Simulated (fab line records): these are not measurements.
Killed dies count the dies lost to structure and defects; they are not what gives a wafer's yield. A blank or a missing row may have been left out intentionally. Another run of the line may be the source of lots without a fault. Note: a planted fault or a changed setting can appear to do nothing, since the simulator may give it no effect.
fab line records ; flow sky130
[record] lots = 14; wafers = 42; lastDay = 50
route steps=708 shown NWELL@34 PWDE@55 VT_ADJUST_LVTN@114
lots that met no fault: from a run of the same line without faults
startH: hours from the record's first day to the start of the lot's first wafer shown ; waitH: time in hours since the lot's previous step ; " repeats the value in the row above ; L1.1+2: a single row standing in for several wafers ; - no value, or no start was given ; * or withheld: withheld ; < > ~ a bound
route shown NAME@n: names a module that has steps shown in the file, with the first one's number in the route ; usual: mean/standard deviation taken from wafers without a fault ; same: alike in all rows ; chamber/n: place in a boat ; sites: readings site by site ; _std_site: their standard deviation ; _edge_site: inner sites' mean taken away from outer sites' mean ; radiusMm: how far each site lies from the wafer's centre ; mask NAME#n: copy n ; behind: the most recent tool/chamber to have shaped the wafer ; hold: the reason the lot was held/the length of the hold in hours/how it ended ; device: which transistor (n, p or np) failed to switch ; end of line: tests of these same wafers at the route's end ; step lacking rows: just its recipe ; killed: at the first sort, the dies lost to defects and structure; wafer yield is something else ; map: a wafer's dies, x killed, . not, _ none there
set.NAME: the setting the step ran with; set.NAME@STEP: the setting that earlier step ran with ; model.NAME: the simulator's own value behind a step, which no gauge read
route steps across a sampled set of lots; one table per step, one row per wafer
[[steps]]
[step SKY_NWELL_THK_MEAS_02]
[recipe] reads = SiO2_of_NWELL_OXIDATION_01
[usual] NWELL_OXIDATION_THK = 9.89/0.15
lot.wafer;tool;chamber;startH;waitH;NWELL_OXIDATION_THK[nm]
L112.1;filmMetro-04;-;35.49;0.0;10.00
L112.3;filmMetro-04;-;35.49;0.0;9.87
L112.6;filmMetro-04;-;35.49;0.0;9.87
L114.2;filmMetro-04;-;48.08;0.0;10.10
L114.4;filmMetro-04;-;48.08;0.0;10.07
L114.6;filmMetro-04;-;48.08;0.0;10.06
L115.2;filmMetro-03;-;52.16;0.0;9.91
L115.4;filmMetro-03;-;52.16;0.0;9.82
L115.6;filmMetro-03;-;52.16;0.0;9.87
L117.2;filmMetro-04;-;63.79;0.0;9.89
L117.3;filmMetro-04;-;63.79;0.0;10.13
L117.6;filmMetro-04;-;63.79;0.0;10.07
L118.2;filmMetro-02;-;70.48;0.0;9.96
L118.5;filmMetro-02;-;70.48;0.0;9.75
L118.6;filmMetro-02;-;70.48;0.0;9.99
L119.2;filmMetro-02;-;74.73;0.0;9.81
L119.3;filmMetro-02;-;74.73;0.0;9.96
L119.6;filmMetro-02;-;74.73;0.0;9.92
L122.1;filmMetro-04;-;89.20;0.0;10.17
L122.2;filmMetro-04;-;89.20;0.0;10.17
L122.3;filmMetro-04;-;89.20;0.0;10.18
L123.2;filmMetro-03;-;93.36;0.0;10.16
L123.3;filmMetro-03;-;93.36;0.0;10.24
L123.6;filmMetro-03;-;93.36;0.0;10.09
L125.3;filmMetro-04;-;104.02;0.0;9.68
L125.5;filmMetro-04;-;104.02;0.0;10.04
L125.6;filmMetro-04;-;104.02;0.0;9.99
L130.2;filmMetro-03;-;137.79;0.0;10.01
L130.3;filmMetro-03;-;137.79;0.0;10.04
L130.6;filmMetro-03;-;137.79;0.0;9.80
L131.2;filmMetro-04;-;139.95;0.0;10.10
L131.5;filmMetro-04;-;139.95;0.0;9.68
L131.6;filmMetro-04;-;139.95;0.0;9.82
L132.1;filmMetro-04;-;145.52;0.0;9.66
L132.4;filmMetro-04;-;145.52;0.0;9.81
L132.5;filmMetro-04;-;145.52;0.0;9.81
L133.2;filmMetro-02;-;148.17;0.0;9.91
L133.4;filmMetro-02;-;148.17;0.0;10.05
L133.5;filmMetro-02;-;148.17;0.0;9.76
L134.1;filmMetro-03;-;156.75;0.0;9.69
L134.5;filmMetro-03;-;156.75;0.0;9.63
L134.6;filmMetro-03;-;156.75;0.0;9.64
[step SKY_PWDE_TW_MEAS_10]
[usual] PWDE_TW = 377/3.3
lot.wafer;tool;chamber;startH;waitH;PWDE_TW
L112.1;filmMetro-04;-;66.94;0.1;372
L112.3;filmMetro-04;-;66.94;0.1;372
L112.6;filmMetro-04;-;66.94;0.1;370
L114.2;filmMetro-02;-;80.17;0.1;379
L114.4;filmMetro-02;-;80.17;0.1;379
L114.6;filmMetro-02;-;80.17;0.1;379
L115.2;filmMetro-04;-;84.22;0.1;375
L115.4;filmMetro-04;-;84.22;0.1;373
L115.6;filmMetro-04;-;84.22;0.1;372
L117.2;filmMetro-04;-;97.55;0.1;371
L117.3;filmMetro-04;-;97.55;0.1;372
L117.6;filmMetro-04;-;97.55;0.1;372
L118.2;filmMetro-02;-;104.67;0.1;381
L118.5;filmMetro-02;-;104.67;0.1;383
L118.6;filmMetro-02;-;104.67;0.1;380
L119.2;filmMetro-02;-;109.55;0.1;379
L119.3;filmMetro-02;-;109.55;0.1;380
L119.6;filmMetro-02;-;109.55;0.1;380
L122.1;filmMetro-04;-;124.36;0.1;373
L122.2;filmMetro-04;-;124.36;0.1;373
L122.3;filmMetro-04;-;124.36;0.1;373
L123.2;filmMetro-02;-;128.60;0.1;375
L123.3;filmMetro-02;-;128.60;0.1;376
L123.6;filmMetro-02;-;128.60;0.1;376
L125.3;filmMetro-02;-;140.58;0.1;376
L125.5;filmMetro-02;-;140.58;0.1;376
L125.6;filmMetro-02;-;140.58;0.1;376
L130.2;filmMetro-02;-;177.72;0.1;378
L130.3;filmMetro-02;-;177.72;0.1;379
L130.6;filmMetro-02;-;177.72;0.1;380
L131.2;filmMetro-03;-;179.87;0.1;374
L131.5;filmMetro-03;-;179.87;0.1;376
L131.6;filmMetro-03;-;179.87;0.1;374
L132.1;filmMetro-02;-;185.74;0.1;378
L132.4;filmMetro-02;-;185.74;0.1;379
L132.5;filmMetro-02;-;185.74;0.1;377
L133.2;filmMetro-03;-;189.17;0.1;374
L133.4;filmMetro-03;-;189.17;0.1;374
L133.5;filmMetro-03;-;189.17;0.1;377
L134.1;filmMetro-02;-;198.91;0.1;378
L134.5;filmMetro-02;-;198.91;0.1;379
L134.6;filmMetro-02;-;198.91;0.1;381
[step SKY_NWELL_TW_MEAS_15]
[usual] NWELL_TW = 1831/17
lot.wafer;tool;chamber;startH;waitH;NWELL_TW
L112.1;filmMetro-02;-;84.16;0.1;1849
L112.3;filmMetro-02;-;84.16;0.1;1837
L112.6;filmMetro-02;-;84.16;0.1;1835
L114.2;filmMetro-03;-;97.02;0.1;1812
L114.4;filmMetro-03;-;97.02;0.1;1816
L114.6;filmMetro-03;-;97.02;0.1;1812
L115.2;filmMetro-02;-;102.89;0.1;1845
L115.4;filmMetro-02;-;102.89;0.1;1858
L115.6;filmMetro-02;-;102.89;0.1;1849
L117.2;filmMetro-02;-;116.34;0.1;1852
L117.3;filmMetro-02;-;116.34;0.1;1844
L117.6;filmMetro-02;-;116.34;0.1;1849
L118.2;filmMetro-04;-;122.99;0.1;1797
L118.5;filmMetro-04;-;122.99;0.1;1805
L118.6;filmMetro-04;-;122.99;0.1;1800
L119.2;filmMetro-02;-;127.95;0.1;1845
L119.3;filmMetro-02;-;127.95;0.1;1835
L119.6;filmMetro-02;-;127.95;0.1;1844
L122.1;filmMetro-03;-;143.29;0.1;1836
L122.2;filmMetro-03;-;143.29;0.1;1835
L122.3;filmMetro-03;-;143.29;0.1;1835
L123.2;filmMetro-04;-;148.07;0.1;1806
L123.3;filmMetro-04;-;148.07;0.1;1822
L123.6;filmMetro-04;-;148.07;0.1;1804
L125.3;filmMetro-02;-;161.11;0.1;1859
L125.5;filmMetro-02;-;161.11;0.1;1867
L125.6;filmMetro-02;-;161.11;0.1;1860
L130.2;filmMetro-03;-;199.25;0.1;1831
L130.3;filmMetro-03;-;199.25;0.1;1825
L130.6;filmMetro-03;-;199.25;0.1;1823
L131.2;filmMetro-02;-;202.24;0.1;1844
L131.5;filmMetro-02;-;202.24;0.1;1849
L131.6;filmMetro-02;-;202.24;0.1;1844
L132.1;filmMetro-04;-;208.48;0.1;1823
L132.4;filmMetro-04;-;208.48;0.1;1819
L132.5;filmMetro-04;-;208.48;0.1;1810
L133.2;filmMetro-02;-;211.25;0.1;1842
L133.4;filmMetro-02;-;211.25;0.1;1846
L133.5;filmMetro-02;-;211.25;0.1;1847
L134.1;filmMetro-04;-;221.04;0.1;1796
L134.5;filmMetro-04;-;221.04;0.1;1806
L134.6;filmMetro-04;-;221.04;0.1;1790
[step SKY_VT_ADJUST_LVTN_DEVELOP_17]
[recipe] resist = NOVOLAK; developer = TMAH; developTimeS = 60; devTempC = 23
lot.wafer;tool;chamber;startH;waitH
L112.1+3+6;lithoTrack-02;0;158.10;0.1
L114.2+4+6;lithoTrack-01;0;172.85;0.1
L115.2+4+6;lithoTrack-01;0;179.15;0.1
L117.2+3+6;lithoTrack-04;0;195.07;0.1
L118.2+5+6;lithoTrack-02;0;202.88;0.1
L119.2+3+6;lithoTrack-02;0;208.88;0.1
L122.1+2+3;lithoTrack-02;0;227.80;0.1
L123.2+3+6;lithoTrack-02;0;232.43;0.1
L125.3+5+6;lithoTrack-04;0;249.24;0.1
L130.2+3+6;lithoTrack-02;0;292.77;0.1
L131.2+5+6;lithoTrack-02;0;297.72;0.1
L132.1+4+5;lithoTrack-01;0;302.33;0.1
L133.2+4+5;lithoTrack-04;0;307.07;0.1
L134.1+5+6;lithoTrack-01;0;318.83;0.1
[step SKY_VT_ADJUST_LVTN_OVL_MEAS_18]
[usual] VT_ADJUST_LVTN_01_OVL = 0.5/1.3
lot.wafer;tool;chamber;startH;waitH;VT_ADJUST_LVTN_01_OVL[nm]
L112.1;overlay-02;-;158.25;0.1;0.2
L112.3;overlay-02;-;158.25;0.1;1.2
L112.6;overlay-02;-;158.25;0.1;-0.7
L114.2;overlay-01;-;172.98;0.1;1.8
L114.4;overlay-01;-;172.98;0.1;1.5
L114.6;overlay-01;-;172.98;0.1;1.0
L115.2;overlay-01;-;179.28;0.1;-1.2
L115.4;overlay-01;-;179.28;0.1;-0.3
L115.6;overlay-01;-;179.28;0.1;-0.1
L117.2;overlay-01;-;195.20;0.1;1.6
L117.3;overlay-01;-;195.20;0.1;1.4
L117.6;overlay-01;-;195.20;0.1;0.8
L118.2;overlay-01;-;203.01;0.1;0.8
L118.5;overlay-01;-;203.01;0.1;0.4
L118.6;overlay-01;-;203.01;0.1;0.7
L119.2;overlay-02;-;209.01;0.1;2.5
L119.3;overlay-02;-;209.01;0.1;0.8
L119.6;overlay-02;-;209.01;0.1;2.0
L122.1;overlay-01;-;227.95;0.1;1.8
L122.2;overlay-01;-;227.95;0.1;0.6
L122.3;overlay-01;-;227.95;0.1;1.2
L123.2;overlay-01;-;232.56;0.1;0.7
L123.3;overlay-01;-;232.56;0.1;0.8
L123.6;overlay-01;-;232.56;0.1;-0.3
L125.3;overlay-01;-;249.35;0.1;-0.3
L125.5;overlay-01;-;249.35;0.1;1.0
L125.6;overlay-01;-;249.35;0.1;0.1
L130.2;overlay-01;-;292.91;0.1;-
L130.3;overlay-01;-;292.91;0.1;-
L130.6;overlay-01;-;292.91;0.1;-
L131.2;overlay-02;-;297.86;0.1;-
L131.5;overlay-02;-;297.86;0.1;-
L131.6;overlay-02;-;297.86;0.1;-
L132.1;overlay-01;-;302.48;0.1;1.1
L132.4;overlay-01;-;302.48;0.1;1.8
L132.5;overlay-01;-;302.48;0.1;1.6
L133.2;overlay-02;-;307.20;0.1;1.9
L133.4;overlay-02;-;307.20;0.1;1.2
L133.5;overlay-02;-;307.20;0.1;1.2
L134.1;overlay-02;-;318.98;0.1;1.9
L134.5;overlay-02;-;318.98;0.1;0.4
L134.6;overlay-02;-;318.98;0.1;0.8
[step SKY_VT_ADJUST_LVTN_TW_MEAS_21]
[usual] VT_ADJUST_LVTN_2_TW = 188.2/1.9
lot.wafer;tool;chamber;startH;waitH;VT_ADJUST_LVTN_2_TW
L112.1;filmMetro-04;-;158.54;0.1;187.6
L112.3;filmMetro-04;-;158.54;0.1;187.7
L112.6;filmMetro-04;-;158.54;0.1;187.0
L114.2;filmMetro-04;-;173.27;0.1;188.1
L114.4;filmMetro-04;-;173.27;0.1;188.8
L114.6;filmMetro-04;-;173.27;0.1;188.5
L115.2;filmMetro-04;-;179.57;0.1;188.5
L115.4;filmMetro-04;-;179.57;0.1;188.7
L115.6;filmMetro-04;-;179.57;0.1;187.6
L117.2;filmMetro-02;-;195.49;0.1;191.0
L117.3;filmMetro-02;-;195.49;0.1;191.6
L117.6;filmMetro-02;-;195.49;0.1;190.8
L118.2;filmMetro-02;-;203.30;0.1;191.0
L118.5;filmMetro-02;-;203.30;0.1;191.2
L118.6;filmMetro-02;-;203.30;0.1;190.8
L119.2;filmMetro-04;-;209.30;0.1;187.9
L119.3;filmMetro-04;-;209.30;0.1;186.6
L119.6;filmMetro-04;-;209.30;0.1;188.6
L122.1;filmMetro-01;-;228.24;0.1;186.3
L122.2;filmMetro-01;-;228.24;0.1;186.9
L122.3;filmMetro-01;-;228.24;0.1;187.8
L123.2;filmMetro-01;-;232.85;0.1;186.1
L123.3;filmMetro-01;-;232.85;0.1;187.2
L123.6;filmMetro-01;-;232.85;0.1;186.4
L125.3;filmMetro-01;-;249.65;0.1;187.0
L125.5;filmMetro-01;-;249.65;0.1;186.0
L125.6;filmMetro-01;-;249.65;0.1;186.6
L130.2;filmMetro-02;-;293.20;0.1;30.6
L130.3;filmMetro-02;-;293.20;0.1;30.6
L130.6;filmMetro-02;-;293.20;0.1;30.6
L131.2;filmMetro-01;-;298.15;0.1;29.8
L131.5;filmMetro-01;-;298.15;0.1;29.7
L131.6;filmMetro-01;-;298.15;0.1;29.8
L132.1;filmMetro-04;-;302.76;0.1;188.9
L132.4;filmMetro-04;-;302.76;0.1;187.7
L132.5;filmMetro-04;-;302.76;0.1;187.7
L133.2;filmMetro-01;-;307.49;0.1;187.3
L133.4;filmMetro-01;-;307.49;0.1;186.3
L133.5;filmMetro-01;-;307.49;0.1;186.3
L134.1;filmMetro-04;-;319.26;0.1;188.1
L134.5;filmMetro-04;-;319.26;0.1;188.6
L134.6;filmMetro-04;-;319.26;0.1;187.3
[[key]]
[firstSign] step = SKY_VT_ADJUST_LVTN_OVL_MEAS_18; reading = VT_ADJUST_LVTN_01_OVL; direction = missing
[effect] step = SKY_VT_ADJUST_LVTN_TW_MEAS_21; reading = VT_ADJUST_LVTN_2_TW; direction = down; sigmas = 83; usual = 188.2; struck = 30.2
metAt SKY_VT_ADJUST_LVTN_DEVELOP_17
struckLots L130,L131
sortLeftOut L130.2,L130.3,L130.6,L131.2,L131.5,L131.6
testerLeftOut L130,L131
notActingAt SKY_NWELL_THK_MEAS_02,SKY_PWDE_TW_MEAS_10,SKY_NWELL_TW_MEAS_15
onsetBetween 232.43 292.77
[fault] kind = processParameterDrift; tool = lithoTrack-02; chamber = -; onsetH = 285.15; steps = SKY_VT_ADJUST_LVTN_DEVELOP_17; channel = developTimeS; offset = *; shape = step; endH = 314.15; actsIn = *; stated = *
// testerLeftOut: of these lots the tester's yield and bins aren't shown, on N5 and GAA mostly nor the transistor test; their killed dies are dies lost to structure and defects alone, not to doping, threshold or leakage, so they don't give the yield
// sortLeftOut: the simulated sort isn't trusted on such a fault, so these wafers' sort isn't shown, and their yield isn't known
